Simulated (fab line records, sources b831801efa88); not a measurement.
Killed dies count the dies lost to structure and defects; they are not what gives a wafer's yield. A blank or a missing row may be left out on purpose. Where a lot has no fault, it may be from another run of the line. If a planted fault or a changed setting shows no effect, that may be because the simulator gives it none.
fab line records    flow sky130
[record] lots = 4  wafers = 12  lastDay = 48
route steps=708 shown VIA1@467 METAL2@483 VIA2@507 PAD_OPEN@708
lots untouched by any fault: they come from a run of this same line in which no faults occurred
startH: hours from the record's first day to the start of the lot's first wafer shown    waitH: how many hours have passed since the lot's step before this one    " unchanged from the row above    L1.1+2: one row covering several wafers at once    - no value, or no start given    * or withheld: withheld    < > ~ a bound
route shown NAME@n: names a module that has steps shown in the file, with the first one's number in the route    usual: average and standard deviation across the fault-free wafers    same: alike in all rows    chamber/n: place in a boat    sites: per-site readings    _std_site: standard deviation across them    _edge_site: mean of outer sites minus mean of inner sites    radiusMm: how far each site lies from the wafer's centre    mask NAME#n: copy n    behind: the last tool/chamber to shape the wafer    hold: why the lot went on hold/how many hours it stayed there/how the hold came to an end    device: transistor that didn't switch, given as n, p or np    end of line: the route-end tests of the same wafers    where a step has no rows: the recipe by itself    killed: the dies lost at the first sort to structure and to defects; this is not the yield of the wafer    map: shows each die of a wafer: x if killed, . if not, _ if none is there
set.NAME: the setting as run; set.NAME@STEP: as run at that earlier step    model.NAME: the simulator's own value behind a step, which no gauge read
lots at selected steps of the route; one table per step, one row per wafer
[[steps]]
[step SKY_VIA1_EXPOSE_09]
[recipe] maskId = VIM  na = 0.8  sourceShape = annular  sigmaInner = 0.55  sigmaOuter = 0.85  targetCdNm = 150  doseMj = 38
[step SKY_VIA1_PEB_10]
[recipe] pebTempC = withheld  pebTimeS = withheld  resist = KrF-thick
[step SKY_VIA1_DEVELOP_11]
[recipe] developTimeS = 60  resist = KrF-thick  devTempC = 21
[step SKY_VIA1_ETCH_14]
[recipe] chemistry = N2/H2  target = BARC  ionEnergyEv = 200  sourceW = 500  biasW = 100  pressureMtorr = 30  n2FlowSccm = 100  h2FlowSccm = 200  stopOn = SiO2  timeS = 45.9  targetDepthA = 600
[step SKY_VIA1_ETCH_15]
[recipe] target = SiO2  chemistry = C4F8/O2/Ar  targetDepthNm = 351  stopOn = TiN  maskMaterial = KrF-thick  sourceW = 1500  biasW = 1200  pressureMtorr = 40  c4f8FlowSccm = withheld  O2_flow_sccm = 6  Ar_flow_sccm = 300  timeS = 54
[step SKY_VIA1_STRIP_16]
[recipe] chemistry = O2/N2  powerW = 1400  pressureMtorr = 1500  platenTempC = withheld  o2FlowSccm = 3000  n2FlowSccm = 300  overashFraction = 0.5
[step SKY_VIA1_STRIP_17]
[recipe] chemistry = postEtchResidueRemover  timeS = 1200  tempC = 72.5
[step SKY_VIA1_CLEAN_18]
[recipe] chemistry = IPA  timeS = 180  tempC = 25
[step SKY_VIA1_CLEAN_19]
[recipe] chemistry = O3/DIW  dry = n2Spin
[step SKY_VIA1_SPUTTER_20]
[recipe] material = TiN  targetThkNm = 20  chamberPressurePa = 5  powerW = 4000  timeS = 80
[step SKY_VIA1_CVD_21]
[recipe] material = W  targetThkNm = 270  timeS = 80.902  tempC = 400  pressureTorr = 40
[usual] heaterPowerW = 869/71
lot.wafer  tool     chamber  startH  waitH  heaterPowerW
L968.3     cvdW-01  1        830.40  0.1    981
L968.5     "        1        "       "      976
L968.6     "        0        "       "      786
L969.1     cvdW-01  0        843.66  0.0    812
L969.2     "        1        "       "      965
L969.5     "        1        "       "      993
L978.2     cvdW-01  0        899.49  0.0    782
L978.4     "        1        "       "      974
L978.6     "        0        "       "      755
L977.1     cvdW-01  0        902.28  0.0    774
L977.3     "        1        "       "      985
L977.4     "        0        "       "      781
[step SKY_VIA1_CMP_24]
[recipe] stopOn = SiO2  tOverpolishS = 15  downForcePsi = 3.5  platenRpm = 60  targetThkNm = 0  padVelocityMS = 0.94248
[step SKY_METAL2_SPUTTER_00]
[recipe] material = Ti  targetThkNm = 15  powerW = 3000  timeS = 10  chamberPressurePa = 0.4
[step SKY_METAL2_SPUTTER_01]
[recipe] material = TiN  targetThkNm = 20  powerW = 6500  timeS = 16.7  chamberPressurePa = 0.4
[step SKY_METAL2_SPUTTER_02]
[recipe] material = AlCu  targetThkNm = 250  powerW = 10600  timeS = 13.3  chamberPressurePa = 0.4
[step SKY_METAL2_SPUTTER_03]
[recipe] material = Ti  targetThkNm = 5  powerW = 3000  timeS = 3.3  chamberPressurePa = 0.4
[step SKY_METAL2_SPUTTER_04]
[recipe] material = TiN  targetThkNm = 70  powerW = 6500  timeS = 58.3  chamberPressurePa = 0.4
[step SKY_METAL2_DEHYDRATE_07]
[recipe] tempC = 200  timeS = 60
[step SKY_METAL2_HMDS_08]
[recipe] primeTimeS = 60  primeTempC = 120
[step SKY_METAL2_COAT_09]
[recipe] resist = BARC  tempC = withheld  timeS = withheld  spinRpm = 3000  resistThkNm = 60
[step SKY_METAL2_COAT_10]
[recipe] resist = KrF-thick  spinRpm = 3000  resistThkNm = 447.4
[step SKY_METAL2_SOFTBAKE_11]
[recipe] tempC = 100  timeS = 90  resist = KrF-thick
[step SKY_METAL2_EXPOSE_12]
[recipe] maskId = MM2  na = 0.8  sourceShape = annular  sigmaInner = 0.55  sigmaOuter = 0.85  targetCdNm = 140  doseMj = 28
[step SKY_METAL2_PEB_13]
[recipe] pebTempC = withheld  pebTimeS = withheld  resist = KrF-thick
[step SKY_METAL2_DEVELOP_14]
[recipe] developTimeS = 60  resist = KrF-thick  devTempC = 21
[step SKY_METAL2_DESCUM_17]
[recipe] chemistry = O2  sourcePowerW = 150  biasPowerW = 0  pressureMtorr = 10  tempC = 40  timeS = 8
[step SKY_METAL2_ETCH_18]
[recipe] chemistry = N2/H2  target = BARC  ionEnergyEv = 200  biasW = 100  pressureMtorr = 30  n2FlowSccm = 100  h2FlowSccm = 200  icpW = 500  stopOn = SiO2  timeS = 45.9  targetDepthA = 600
[step SKY_METAL2_METAL_ETCH_19]
[recipe] targetDepthA = 3600  stopOn = SiO2  overEtchFrac = 0.3  timeS = 78  chemistry = Cl2/BCl3  resistSidewallDeg = 88  pressureMtorr = 10  icpW = 900  biasW = 48.5  Cl2_flow_sccm = 60  bcl3FlowSccm = 30
[step SKY_METAL2_STRIP_20]
[recipe] chemistry = O2/N2  powerW = 1400  pressureMtorr = 1500  platenTempC = withheld  o2FlowSccm = 3000  n2FlowSccm = 300  overashFraction = 0.5
[step SKY_METAL2_STRIP_21]
[recipe] chemistry = postEtchResidueRemover  timeS = 1200  tempC = 72.5
[step SKY_METAL2_CLEAN_22]
[recipe] chemistry = IPA  timeS = 180  tempC = 25
[step SKY_METAL2_CLEAN_23]
[recipe] chemistry = O3/DIW  dry = n2Spin
[step SKY_VIA2_HDPCVD_00]
[recipe] material = SiO2  targetThkNm = 1180  sigmaOpenFrac = 0.3  timeS = 196.7  tempC = 400  sih4FlowSccm = 60  pressureMtorr = 6
[step SKY_PAD_OPEN_PROBE_99]
[usual] defectLimitedYield = 82.7/2  killed_at_M0_to_M3 = 42/7.4  killed_at_M4_up = 3.5/1.9  killedAtContacts = 24/5.2  killedAtFrontEnd = 15/4.5  killedAtOther = 0.2/0.53  killedDies = 85/9.8  killedOpen = 46/7.6  killedShort = 39/6.5  sort_bin_3_pad_short = 0.9/0.4  sort_bin_5_function = 10.3/1.5  sort_bin_6_memory = 6.1/1.1  sortNPass = 407/9.8  sortYieldPct = 82.7/2
[same] grossDies = 492  killedAtBackSide = 0  sort_bin_4_leakage[%] = 0  sort_bin_8_speed[%] = 0
lot.wafer  tool       chamber  startH   waitH  defectLimitedYield[%]  killed_at_M0_to_M3  killed_at_M4_up  killedAtContacts  killedAtFrontEnd  killedAtOther  killedDies  killedOpen  killedShort  sort_bin_3_pad_short[%]  sort_bin_5_function[%]  sort_bin_6_memory[%]  sortNPass  sortYieldPct[%]  model.etest.tester.sortNPass  model.etest.tester.sortYieldPct  model.etest.tester.sort_bin_5_pct  model.etest.tester.sort_bin_3_pct
L968.3     prober-02  -        1107.02  0.2    79.3                   60                  8                25                9                 0              102         52          50           0.8                      10.8                    9.1                   390        79.3             390                           79.27                            10.77                              0.813
L968.5     prober-02  -        1107.12  0.2    83.3                   41                  7                22                11                1              82          44          38           0.8                      10.8                    5.1                   410        83.3             410                           83.33                            10.77                              0.813
L968.6     prober-02  -        1107.17  0.2    82.9                   50                  3                23                8                 0              84          41          43           1.4                      9.6                     6.1                   408        82.9             408                           82.93                            9.553                              1.423
L969.1     prober-02  -        1116.74  0.1    82.9                   38                  3                25                18                0              84          35          49           1.2                      10.0                    5.9                   408        82.9             408                           82.93                            9.959                              1.22
L969.2     prober-02  -        1116.79  0.1    79.9                   57                  3                23                15                1              99          68          31           0.4                      12.8                    6.9                   393        79.9             393                           79.88                            12.8                               0.4065
L969.5     prober-02  -        1116.94  0.2    82.5                   37                  0                32                17                0              86          51          35           0.4                      10.6                    6.5                   406        82.5             406                           82.52                            10.57                              0.4065
L978.2     prober-01  -        1160.69  0.1    77.0                   76                  1                22                14                0              113         41          22           3.9                      14.2                    4.9                   379        77.0             379                           77.03                            14.23                              3.862
L978.4     prober-01  -        1160.79  0.2    83.3                   41                  2                20                19                0              82          39          43           1.0                      7.9                     7.7                   410        83.3             410                           83.33                            7.927                              1.016
L978.6     prober-01  -        1160.89  0.2    78.3                   74                  3                20                10                0              107         31          26           3.0                      13.6                    5.1                   385        78.3             385                           78.25                            13.62                              3.049
L977.1     prober-02  -        1162.14  0.1    74.6                   89                  3                17                16                0              125         32          40           4.5                      14.0                    6.9                   367        74.6             367                           74.59                            14.02                              4.472
L977.3     prober-02  -        1162.24  0.2    85.6                   31                  3                23                14                0              71          28          43           0.8                      6.9                     6.7                   421        85.6             421                           85.57                            6.911                              0.813
L977.4     prober-02  -        1162.29  0.2    77.2                   82                  5                16                9                 0              112         35          28           3.5                      14.6                    4.7                   380        77.2             380                           77.24                            14.63                              3.455
// killed by level:class
L968.3 VIA1:geometricParticle:open=12 METAL1:geometricParticle:short=10 LI_CONTACT:geometricParticle:open=9 VIA2:geometricParticle:open=9 VIA3:geometricParticle:open=8 CONTACT:geometricParticle:short=7 METAL4:geometricParticle:short=7 CONTACT:geometricParticle:open=6
L968.5 VIA1:geometricParticle:open=12 CONTACT:geometricParticle:open=8 VIA1:geometricParticle:short=6 VIA2:geometricParticle:open=5 FIELD_ISO:geometricParticle:open=4 LI_CONTACT:geometricParticle:short=4 VIA3:geometricParticle:open=4 METAL4:geometricParticle:short=4
L968.6 VIA1:geometricParticle:open=11 CONTACT:geometricParticle:open=8 METAL1:geometricParticle:short=7 LI_CONTACT:geometricParticle:open=6 VIA2:geometricParticle:open=6 VIA1:geometricParticle:short=6 VIA3:geometricParticle:open=5 METAL2:geometricParticle:short=5
L969.1 CONTACT:geometricParticle:open=8 METAL1:geometricParticle:short=6 CONTACT:geometricParticle:short=5 VIA1:geometricParticle:short=5 VIA3:geometricParticle:open=5 FIELD_ISO:geometricParticle:short=4 POLY_GATE:geometricParticle:short=4 LI_CONTACT:geometricParticle:open=4
L969.2 VIA1:geometricParticle:open=20 CONTACT:geometricParticle:open=10 VIA3:geometricParticle:open=10 METAL1:geometricParticle:short=7 VIA2:geometricParticle:open=6 METAL2:geometricParticle:short=5 POLY_GATE:geometricParticle:open=5 LI_CONTACT:geometricParticle:open=5
L969.5 CONTACT:geometricParticle:open=13 VIA2:geometricParticle:open=9 VIA1:geometricParticle:open=8 LOCAL_INTERCONNECT:geometricParticle:short=7 CONTACT:geometricParticle:short=5 VIA3:geometricParticle:open=5 FIELD_ISO:geometricParticle:open=4 LI_CONTACT:geometricParticle:open=4
L978.2 VIA1:unspecified=50 CONTACT:geometricParticle:open=10 VIA1:geometricParticle:open=7 VIA2:geometricParticle:open=6 VIA3:geometricParticle:open=5 LI_CONTACT:geometricParticle:open=5 FIELD_ISO:geometricParticle:open=4 POLY_GATE:geometricParticle:open=4
L978.4 VIA1:geometricParticle:open=9 METAL2:geometricParticle:short=8 LI_CONTACT:geometricParticle:open=7 VIA1:geometricParticle:short=7 FIELD_ISO:geometricParticle:short=6 VIA2:geometricParticle:open=6 POLY_GATE:geometricParticle:open=5 CONTACT:geometricParticle:open=5
L978.6 VIA1:unspecified=50 LI_CONTACT:geometricParticle:open=9 METAL1:geometricParticle:short=5 VIA1:geometricParticle:open=5 POLY_GATE:geometricParticle:open=4 VIA3:geometricParticle:open=4 FIELD_ISO:geometricParticle:open=3 LOCAL_INTERCONNECT:geometricParticle:short=3
L977.1 VIA1:unspecified=53 POLY_GATE:geometricParticle:open=6 VIA2:geometricParticle:open=6 LOCAL_INTERCONNECT:geometricParticle:short=5 METAL1:geometricParticle:short=5 VIA1:geometricParticle:open=5 FIELD_ISO:geometricParticle:open=4 METAL2:geometricParticle:short=4
L977.3 CONTACT:geometricParticle:open=9 LOCAL_INTERCONNECT:geometricParticle:short=6 METAL1:geometricParticle:short=5 VIA1:geometricParticle:short=5 POLY_GATE:geometricParticle:short=4 CONTACT:geometricParticle:short=4 METAL2:geometricParticle:short=4 POLY_GATE:geometricParticle:open=3
L977.4 VIA1:unspecified=49 VIA2:geometricParticle:open=9 LI_CONTACT:geometricParticle:open=7 VIA1:geometricParticle:open=7 VIA2:geometricParticle:short=6 CONTACT:geometricParticle:open=4 METAL1:geometricParticle:short=4 METAL4:geometricParticle:short=4
// map L977.1 (x killed, . not)
__________.x.....xx._________
________....x.....x..._______
______...x...........xx._____
_____......x.....xx......____
____.......xx.............___
___...........x...x..x...x.__
__..xx..x........x.x........_
_.....x.....x.x..x.....x.....
_...x...x.x.xx.....x...x.....
_..xx..........x.x...........
_........x...................
_.....x......x.x..x........x.
_..........xx...x........x.x.
_..xx.........xx..x..........
_..........x...x....x.x..x...
__.....x.x.....x.xx.....x.x._
___..x........xxxxxxx..x.xx__
____......xx..xxxxxxxx....___
_____x.......xxxxxxxxxxx.____
______......xxxxxxxxxxxx_____
________......xxxxxxxx_______
__________....xxxxxx_________
// map L978.2 (x killed, . not)
__________........xx_________
________.............._______
______................x._____
_____x.....x.............____
____....x.....xx..........___
___...x.........x.......x..__
__...........x............x._
_..x...x.............xx......
_.......x.........x.x...x...x
_......x.........x....x....x.
_........xx...........x......
_.x......x.........x..x....xx
_..x...x...x........x......xx
_.....x........x.x....xx.....
_........x...x............x..
__xx....x......x.x.....x...._
___.......x.....xxxxxx.....__
____.....x..xx.xxxxxxxx...___
_____x.x....xxxxxxxxxx...____
______.....x.xxxxxxxxx.x_____
________x....xxxxxxxxx_______
__________x.x..xxxxx_________
[[key]]
[firstSign] step = SKY_PAD_OPEN_PROBE_99  reading = sort_bin_3_pad_short  direction = up  sigmas = 7.1  usual = 0.9  struck = 3.7
[effect] step = SKY_PAD_OPEN_PROBE_99  reading = killed_at_M0_to_M3  direction = up  sigmas = 5.2  usual = 42  struck = 80
[modelEffect] step = SKY_PAD_OPEN_PROBE_99  value = etest.tester.sortNPass  without = 421.8  struck = 377.8
metAt SKY_VIA1_CVD_21
struckWafers L977.1,L977.4,L978.2,L978.6
onsetBetween 843.66 899.49
[fault] kind = chamberParticleSource  tool = cvdW-01  chamber = 0  onsetH = 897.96  steps = SKY_VIA1_CVD_21  ratePerVisitCm2 = 1.1445  endH = 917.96
